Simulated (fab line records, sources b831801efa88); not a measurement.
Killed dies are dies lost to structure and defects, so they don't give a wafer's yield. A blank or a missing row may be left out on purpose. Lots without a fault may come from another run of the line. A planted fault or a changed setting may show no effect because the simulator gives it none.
A struck lot beside a sound one | flow sfq_line | 13 steps out of a route of 325
Sound: wafers L365.1, L365.2, L365.6. Struck: wafer L378.5. (L378.1, L378.6 of the same lot were not struck and are left out.) The cause comes at the end.
At each step with rows: each side's tool, then ch and its chambers, then its first start. Under that, the readings that differ: sound wafers | struck wafers | difference of the means | sigmas: that difference in standard deviations of wafers without a fault.
alike: readings whose means differ by less than 2 such deviations, and words and numbers that are the same on both sides. not compared: withheld readings, readings that some wafer has no value for, bounds like >300 that may hide the same value, and numbers for which the record gives no deviation and whose values overlap.
The two part at a step that has a row with sigmas, a row that says differs or no value, or rows on one side only. Numbers that don't overlap but have no deviation are shown without sigmas and don't part them. A reading that every wafer of one side lacks parts them only if that side has two wafers or more.

first, 6 steps without rows for these wafers: SFQ_TRILAYER_M4_LITHO_COAT_098 (resist thk 62 nm); SFQ_TRILAYER_M4_LITHO_COAT_093 (resist thk 600 nm); SFQ_TRILAYER_M4_LITHO_SOFTBAKE_097; SFQ_TRILAYER_M4_LITHO_EXPOSE_094 (exposes mask M4, target cd 500 nm); SFQ_TRILAYER_M4_LITHO_PEB_096 (peb time 60 s); SFQ_TRILAYER_M4_LITHO_DEVELOP_095 (time 60 s).
SFQ_M4_OVL_MEAS_926:
  sound on overlay-01, day 44 04:22; struck on overlay-01, day 52 14:09
  reading     | sound   | struck | difference | sigmas
  M4_OVL (nm) | -7 0 -8 | 8      | +13        | +2
SFQ_TRILAYER_M4_BARC_OPEN_METAL_ETCH_123: etches BARC in O2, target depth 125 nm, time 41.7 s.
  sound on rie_metal-03 ch 0,1, day 44 04:24; struck on rie_metal-01 ch 0, day 52 14:11
  alike: chamber_pressure_mTorr, drypump_motor_current_A, oes_product_au, rf_fwd_power_W
  not compared: rf_hours_counter_h
SFQ_TRILAYER_M4_ETCH_METAL_ETCH_096: etches Nb in Cl2/Ar, stops on SiO2, target depth 240 nm, time 120 s.
  sound on rie_metal-03 ch 0,1, day 44 04:28; struck on rie_metal-01 ch 0, day 52 14:15
  alike: chamber_pressure_mTorr, drypump_motor_current_A, oes_product_au, rf_fwd_power_W
  not compared: rf_hours_counter_h
SFQ_TRILAYER_M4_STRIP_STRIP_097: strips in O2.
  sound on rie_metal-03 ch 0,1, day 44 04:35; struck on rie_metal-01 ch 0, day 52 14:22
  alike: chamber_pressure_mTorr, drypump_motor_current_A, oes_product_au
  not compared: rf_hours_counter_h
then, 1 step without rows for these wafers: SFQ_TRILAYER_M4_STRIP_SOLV_CLEAN_098 (cleans in NMP, time 600 s).
SFQ_TRILAYER_I4_DEP_PECVD_099: deposits SiO2 from SiH4/N2O, time 111.11 s, target thk 500 nm.
  sound on pecvd-02 ch 1,2, day 44 05:22; struck on pecvd-02 ch 0, day 52 15:09
  reading                                             | sound             | struck | difference | sigmas
  heater_power_w (W)                                  | 104 35 40         | 116    | +56        | +3
  rf_fwd_power_W (W)                                  | 183.1 183.2 182.8 | 152.9  | -30.1      | -49
  model.SiO2_of_TRILAYER_I4_DEP_PECVD_099.thk_nm (nm) | 483.6 485.2 491.7 | 472.5  | -14.3      |
  alike: susceptor_temp_C, throttle_valve_pct
SFQ_TRILAYER_I4_CMP_CMP_100: polishes SiO2.
  sound on cmp-02 ch 2,3, day 44 05:29; struck on cmp-01 ch 3, day 52 19:48
  alike: motor_current_A, platen_rpm, time_to_endpoint_s

WHERE THEY PART
First at SFQ_M4_OVL_MEAS_926; last, within this record, at SFQ_TRILAYER_I4_DEP_PECVD_099. Later steps at which nothing parts them and some readings are alike: SFQ_TRILAYER_I4_CMP_CMP_100.

WHY: what the simulator had put in
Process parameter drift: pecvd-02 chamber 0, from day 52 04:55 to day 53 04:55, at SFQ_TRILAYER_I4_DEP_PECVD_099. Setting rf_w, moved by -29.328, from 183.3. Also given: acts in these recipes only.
